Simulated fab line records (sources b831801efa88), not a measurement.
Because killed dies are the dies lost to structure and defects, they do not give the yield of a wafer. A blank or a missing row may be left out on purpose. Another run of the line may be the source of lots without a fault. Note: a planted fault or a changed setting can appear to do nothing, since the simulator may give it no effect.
Which of the tools did it? :: flow sky130 :: Sampling: 6 lots, 18 wafers, 4 of 708 route steps

WHAT EACH GAUGE READ, for each wafer
SKY_VIA3_THK_MEAS_01.
lot: L687
measured: day 39 04:26
on: film metro-04
VIA3_HDPCVD_THK (nm): 1632 1638 1617

lot: L689
measured: day 40 00:04
on: film metro-03
VIA3_HDPCVD_THK (nm): 1600 1590 1610

lot: L691
measured: day 40 12:28
on: film metro-03
VIA3_HDPCVD_THK (nm): 1647 1645 1643

lot: L693
measured: day 40 22:45
on: film metro-03
VIA3_HDPCVD_THK (nm): 1640 1643 1620

lot: L703
measured: day 43 19:13
on: film metro-03
VIA3_HDPCVD_THK (nm): 1619 1627 1597

lot: L708
measured: day 44 22:14
on: film metro-02
VIA3_HDPCVD_THK (nm): 1620 1599 1603

EACH LOT AND THE TOOL THAT RAN IT (in order: tool; ch and the chambers of the sampled wafers; start)
lot: L687
SKY_METAL1_SPUTTER_01: pvd sputter-01, day 32 06:58
SKY_VIA1_SPUTTER_20: pvd sputter-03, day 34 15:16
SKY_VIA3_HDPCVD_00: hdpcvd-02 ch 0,1,2, day 39 04:16

lot: L689
SKY_METAL1_SPUTTER_01: pvd sputter-04, day 33 02:03
SKY_VIA1_SPUTTER_20: pvd sputter-03, day 35 09:52
SKY_VIA3_HDPCVD_00: hdpcvd-02 ch 0,1, day 39 23:55

lot: L691
SKY_METAL1_SPUTTER_01: pvd sputter-03, day 33 19:01
SKY_VIA1_SPUTTER_20: pvd sputter-01, day 36 03:08
SKY_VIA3_HDPCVD_00: hdpcvd-01 ch 0,1,2, day 40 12:17

lot: L693
SKY_METAL1_SPUTTER_01: pvd sputter-04, day 34 05:38
SKY_VIA1_SPUTTER_20: pvd sputter-02, day 36 12:14
SKY_VIA3_HDPCVD_00: hdpcvd-01 ch 0,2, day 40 22:34

lot: L703
SKY_METAL1_SPUTTER_01: pvd sputter-03, day 37 08:24
SKY_VIA1_SPUTTER_20: pvd sputter-03, day 39 13:47
SKY_VIA3_HDPCVD_00: hdpcvd-02 ch 1,2, day 43 19:02

lot: L708
SKY_METAL1_SPUTTER_01: pvd sputter-01, day 38 15:43
SKY_VIA1_SPUTTER_20: pvd sputter-03, day 40 20:03
SKY_VIA3_HDPCVD_00: hdpcvd-02 ch 0,1,2, day 44 22:04
- SKY_METAL1_SPUTTER_01: material TiN, target thk 20 nm, time 16.7 s.
- SKY_VIA1_SPUTTER_20: material TiN, target thk 20 nm, time 80 s.
- SKY_VIA3_HDPCVD_00: deposits SiO2, target thk 1635 nm, time 272.5 s.

THE ANSWER, worked out from the rows above alone
Rule: the usual values come from the lots themselves. Put in order of their means at a reading, lots are off if they are a third of the lots or fewer, leave a main group of 4 or more, and stand apart from it by a gap of 3 or more times the standard deviation of the main group's means; of several such gaps the widest counts. If all means in a main group match to the digits the tables above print for the reading, that group is not used. A lot without any number at a reading at which 4 lots or more have one is off too. All remaining lots with rows at the step are treated as sound.
No lot is off on any of the readings shown, so nothing can be concluded from this.

WHAT THE SIMULATOR HAD PUT IN
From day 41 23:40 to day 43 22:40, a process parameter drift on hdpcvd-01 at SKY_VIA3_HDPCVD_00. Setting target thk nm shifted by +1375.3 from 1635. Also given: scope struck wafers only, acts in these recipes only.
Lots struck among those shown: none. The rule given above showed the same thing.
